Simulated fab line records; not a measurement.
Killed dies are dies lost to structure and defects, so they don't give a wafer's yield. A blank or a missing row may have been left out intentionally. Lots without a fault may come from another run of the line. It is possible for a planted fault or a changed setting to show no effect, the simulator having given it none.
8D (eight disciplines) problem report, filled in by code | flow gf180mcu | the parts of the form that need people (team, actions taken, sign-off) are left out

## 1. THE PROBLEM
Mean HV_LDD_CVD_56_THK at GF_HV_LDD_THK_MEAS_57: 96.5 nm over 9 wafers in 3 lots; fault-free wafers: 90.0 nm, standard deviation 0.75. Measured from the usual mean, that is +8.7 standard deviations.
Seen first at day 15 19:02 on film_metro-02, wafer L769.2. The record holds 36 wafers of 12 lots with a number at this step. Rule for "out" (also "out of limits"): further than 4 standard deviations from the usual mean. The rest of the wafers with a number are treated as sound.

## 2. WHAT IT IS, WHAT IT ISN'T
question                    | is                           | is not
which readings at this step | HV_LDD_CVD_56_THK            | -
which lots                  | L769, L770, L771             | L762, L765, L767, L768, L778, L779, L780, L781, L782
which wafers of those lots  | all that have a number       | -
read on which gauges        | film_metro-02, film_metro-04 | film_metro-03
when                        | from day 15 19:02            | up to then (12 sound wafers); but 15 sound wafers of L778, L779, L780, L781, L782 came after

## 3. SUSPECTS, AND WHAT RULES EACH OUT
Counting: any tool at a process step up to the reading is kept as a suspect provided that every lot that is out went through it and no sound lot did after the first of them.
- the gauge at GF_HV_LDD_THK_MEAS_57 is ruled out. Those wafers that are out were read across 2 gauges (film_metro-02, film_metro-04).
- lpcvd-01 at GF_HV_LDD_CVD_56 (deposits Si3N4 from DCS/NH3, target thk 90 nm, time 1543 s): ruled out as a lasting fault. The sound lots L781, L782 went through it after L769, its earliest lot that is out (day 15 17:34).
Left after counting: nothing in the record.

## 4. THE CAUSE (what the simulator had put in)
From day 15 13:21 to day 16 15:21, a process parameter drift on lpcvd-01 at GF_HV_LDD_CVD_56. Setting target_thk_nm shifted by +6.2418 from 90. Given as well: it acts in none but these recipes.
Counting ruled it out, wrongly: the rule takes a fault to strike every lot that its tool runs from its start on, and this one did not.

## 5. THE CHAIN OF EFFECTS, in route order
Each row: a reading where the mean over the struck wafers with a number is more than 3 standard deviations away from the usual. Only readings whose record carries a usual standard deviation are examined. hours: median over the lots of the time between each lot's start at the first step of this table that gives one and its start at this step. sigmas: the change, counted in usual standard deviations.
hours | step                  | reading           | usual      | on struck wafers | change | sigmas
0     | GF_HV_LDD_THK_MEAS_57 | HV_LDD_CVD_56_THK | 90.0 nm    | 96.5             | +6.5   | +8.7
0     | GF_HV_LDD_ETCHBACK_58 | oes_product_au    | 0.843 a.u. | 0.877            | +0.034 | +6.4
Its process steps:
- GF_HV_LDD_ETCHBACK_58: etches Si3N4 in CH3F/O2, stops on SiO2, time 100 s, target depth 90 nm.

## 6. WHAT WOULD HAVE CAUGHT IT SOONER
Counted from the fault's start at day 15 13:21, it took 6 hours until the first out-of-limits reading at a measuring or inspecting step in this record, taken at day 15 19:02.
